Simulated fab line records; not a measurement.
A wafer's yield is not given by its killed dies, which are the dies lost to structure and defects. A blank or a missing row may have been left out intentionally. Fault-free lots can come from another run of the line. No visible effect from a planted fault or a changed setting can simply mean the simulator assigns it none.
Comparing a struck lot with a sound one :: flow gf180mcu :: 17 steps out of a route of 602
Sound: these wafers, L634.1, L634.2, L634.4. Struck: wafer L637.3 (L637.1, L637.6, from the same lot, were not struck and are left out); the cause is given at the end.
At each step with rows: each side's tool, then ch and its chambers, then its first start. Under that, the readings that differ: sound wafers :: struck wafers :: difference of the means :: sigmas: that difference in standard deviations of wafers without a fault.
alike: readings whose means differ by less than 2 such deviations, and words and numbers that are the same on both sides. not compared: withheld readings, readings that some wafer has no value for, bounds like >300 that may hide the same value, and numbers for which the record gives no deviation and whose values overlap.
A row with sigmas, a row that says differs or no value, or rows on one side alone: a step with any of these is where the two part. Numbers that don't overlap but have no deviation are shown without sigmas and don't part them. A reading missing from all wafers of one side parts the sides only when that side holds two or more wafers.

first, 3 steps without rows for these wafers: GF_V1_EXPOSE_11 (exposes mask Via1, target cd 260 nm); GF_V1_PEB_12 (peb time 90 s); GF_V1_DEVELOP_13 (develop time 60 s).
GF_V1_CD_MEAS_14: target cd 260 nm.
  sound: cd-sem-02 at day 18 11:37; struck: cd-sem-02 at day 20 13:12
  alike: cd-nm
GF_V1_OVL_MEAS_15:
  sound: overlay-02 at day 18 11:44; struck: overlay-01 at day 20 13:19
  alike: V1_OVL
then, 1 step without rows for these wafers: GF_V1_ETCH_16 (etches BARC in N2/H2).
GF_V1_ETCH_17: etches SiO2 in C4F8/O2/Ar, stops on TiN, target depth 630 nm.
  sound: rie-diel-02 ch 0,3; struck: rie-diel-03 ch 3
  alike: oes-product-au
GF_V1_STRIP_18: strips in O2/N2.
  sound on plasma-asher-04 ch 0,1, day 18 11:54; struck on plasma-asher-04 ch 1, day 20 13:29
  alike: drypump-motor-current-A, heater-power-w, oes-product-au
  not compared: rf-hours-counter-h
then, 2 steps without rows for these wafers: GF_V1_STRIP_19 (strips in post etch residue remover, time 1200 s); GF_V1_CLEAN_20 (cleans in DIW).
GF_V1_SPUTTER_21: material Ti, target thk 15 nm, time 80.02 s.
  sound: pvd-sputter-04 at day 18 12:34; struck: pvd-sputter-01 at day 20 14:02
  alike: throttle-valve-pct
GF_V1_SPUTTER_22: material TiN, target thk 10 nm, time 40 s.
  sound: pvd-sputter-04 at day 18 12:37; struck: pvd-sputter-01 at day 20 14:05
  alike: throttle-valve-pct
GF_V1_CVD_23: deposits W, target thk 350 nm, time 105.05 s.
  sound on cvd-w-01 ch 0,1, day 18 12:40; struck on cvd-w-01 ch 1, day 20 14:08
reading: model.W_of_V1_CVD_23.thk-nm (nm)
sound: 344.2 341.1 348.2
struck: 450.6
difference: +106.1
sigmas: 
  alike: heater-power-w
GF_V1_RS_MEAS_24: uses a four-point probe to measure.
  sound: film-metro-02 at day 18 12:46; struck: film-metro-03 at day 20 14:32
reading: V1_W_RS (ohm/sq)
sound: 0.332 0.336 0.329
struck: 0.253
difference: -0.079
sigmas: -22
  not compared: hold
GF_V1_THK_MEAS_25: measures by xrf.
  sound: film-metro-02 at day 18 12:53; struck: film-metro-03 at day 20 18:14
reading: V1_W_THK (nm)
sound: 335 332 339
struck: 438
difference: +103
sigmas: +22
  not compared: hold
GF_V1_CMP_26: polishes, stops on SiO2, t overpolish 15 s, target thk 0 nm.
  sound on cmp-02 ch 0,1,2, day 18 12:57; struck on cmp-02 ch 1, day 20 23:12
reading: hold
sound: - - -
struck: await-dispo/4.7h/release
difference: no value on the sound wafers
sigmas: 

reading: time-to-endpoint-s (s)
sound: 84 91 86
struck: 112
difference: +25
sigmas: +8
  alike: motor-current-A
GF_M2_SPUTTER_00: material Ti, target thk 37.5 nm, time 150 s.
  sound: pvd-sputter-01 at day 18 13:15; struck: pvd-sputter-03 at day 20 23:24
  alike: throttle-valve-pct

WHERE THEY PART
Earliest at GF_V1_RS_MEAS_24; latest, in this record, at GF_V1_CMP_26. Later steps at which nothing parts them and some readings are alike: GF_M2_SPUTTER_00.

WHY: what the simulator had put in
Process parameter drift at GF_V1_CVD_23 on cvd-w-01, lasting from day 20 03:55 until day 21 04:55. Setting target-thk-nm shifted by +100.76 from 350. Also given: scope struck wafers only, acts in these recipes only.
